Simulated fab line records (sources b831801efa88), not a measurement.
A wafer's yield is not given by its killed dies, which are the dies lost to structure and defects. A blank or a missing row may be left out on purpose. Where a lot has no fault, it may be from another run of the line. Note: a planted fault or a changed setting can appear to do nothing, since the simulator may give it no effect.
A lot that was struck, set against a sound lot ; flow sfq line ; 14 out of 325 route steps
Sound: these wafers, L939.3, L939.4, L939.5. Struck: wafer L952.1 (left out: L952.5, L952.6 of the same lot, which were not struck); the cause appears at the end.
For every step that has rows: the tool of each side, followed by ch and its chambers, followed by its first start. Under that, the readings that differ: sound wafers ; struck wafers ; difference of the means ; sigmas: that difference in standard deviations of wafers without a fault.
alike: readings with means less than 2 such deviations apart, plus words and numbers identical on both sides. not compared: withheld readings, readings lacking a value on some wafer, bounds such as >300 that could conceal the same value, and numbers that have no deviation in the record and whose values overlap.
Wherever a step has rows on one side only, a row that says differs or no value, or a row with sigmas, the two part there. Numbers that don't overlap but have no deviation are shown without sigmas and don't part them. Lack of a reading on every wafer of one side parts them only where that side has two or more wafers.

first, 4 steps without rows for these wafers: SFQ_TRILAYER_M5_LITHO_SOFTBAKE_127; SFQ_TRILAYER_M5_LITHO_EXPOSE_124 (exposes mask M5, target cd 700 nm); SFQ_TRILAYER_M5_LITHO_PEB_126 (peb time 60 s); SFQ_TRILAYER_M5_LITHO_DEVELOP_125 (time 60 s).
SFQ_M5_OVL_MEAS_932:
  struck on overlay-01, day 71 00:54; sound on overlay-01, day 57 09:51
  alike: M5_OVL
then, 1 step without rows for these wafers: SFQ_TRILAYER_M5_BARC_OPEN_METAL_ETCH_161 (etches BARC in O2, target depth 125 nm, time 41.7 s).
SFQ_TRILAYER_M5_ETCH_METAL_ETCH_126: etches Nb in Cl2/BCl3, stops on SiO2, time 203.2 s, target depth 265 nm.
  sound on rie metal-01 ch 0,1, day 57 10:00; struck on rie metal-04 ch 0, day 71 00:59
reading;sound;struck;difference;sigmas
oes product au (a.u.);0.716 0.724 0.729;0.739;+0.016;+3
rf hours counter h (h);- - -;56;no value on the sound wafers;
  alike: drypump motor current A
SFQ_TRILAYER_M5_STRIP_STRIP_127: strips in O2.
  sound on rie metal-01 ch 0,1, day 57 10:20; struck on rie metal-04 ch 0, day 71 01:11
reading;sound;struck;difference;sigmas
rf hours counter h (h);- - -;56;no value on the sound wafers;
  alike: drypump motor current A, oes product au
then, 2 steps without rows for these wafers: SFQ_TRILAYER_M5_STRIP_SOLV_CLEAN_128 (cleans in NMP, time 600 s); SFQ_TRILAYER_A5B_DEP_PECVD_129 (deposits SiO2 from SiH4/N2O, time 133.33 s, target thk 600 nm).
SFQ_TRILAYER_A5B_CMP_CMP_130: polishes, stops on Nb, target thk 340.7 nm.
  sound on cmp-02 ch 0,1,2, day 57 17:26; struck on cmp-01 ch 2, day 71 03:03
reading;sound;struck;difference;sigmas
motor current A (A);8.6 9.1 9.9;11.4;+2.2;+2
  alike: slurry flow ml min
SFQ_TRILAYER_A5B_METRO_MEASURE_131:
  struck on film metro-01, day 71 05:03; sound on film metro-01, day 57 19:50
  alike: thk nm
SFQ_TRILAYER_R5_DEP_SPUTTER_132: material Ti, target thk 5 nm, time 5 s.
  struck on pvd sputter-06, day 71 06:15; sound on pvd sputter-04, day 57 20:38
reading;sound;struck;difference;sigmas
cathode dc power W (W);2000.2 1999.6 2000.6;2062.6;+62.5;+99 or more
  alike: throttle valve pct
SFQ_TRILAYER_R5_DEP_SPUTTER_133: material MoNx, target thk 40 nm, time 66.7 s.
  struck on pvd sputter-06, day 71 06:16; sound on pvd sputter-04, day 57 20:40
  alike: cathode dc power W, throttle valve pct

== WHERE THEY PART ==
At SFQ_TRILAYER_M5_ETCH_METAL_ETCH_126 first; at SFQ_TRILAYER_R5_DEP_SPUTTER_132 last (within this record only). Later steps at which nothing parts them and some readings are alike: SFQ_TRILAYER_R5_DEP_SPUTTER_133.

WHY: whatever the simulator had introduced
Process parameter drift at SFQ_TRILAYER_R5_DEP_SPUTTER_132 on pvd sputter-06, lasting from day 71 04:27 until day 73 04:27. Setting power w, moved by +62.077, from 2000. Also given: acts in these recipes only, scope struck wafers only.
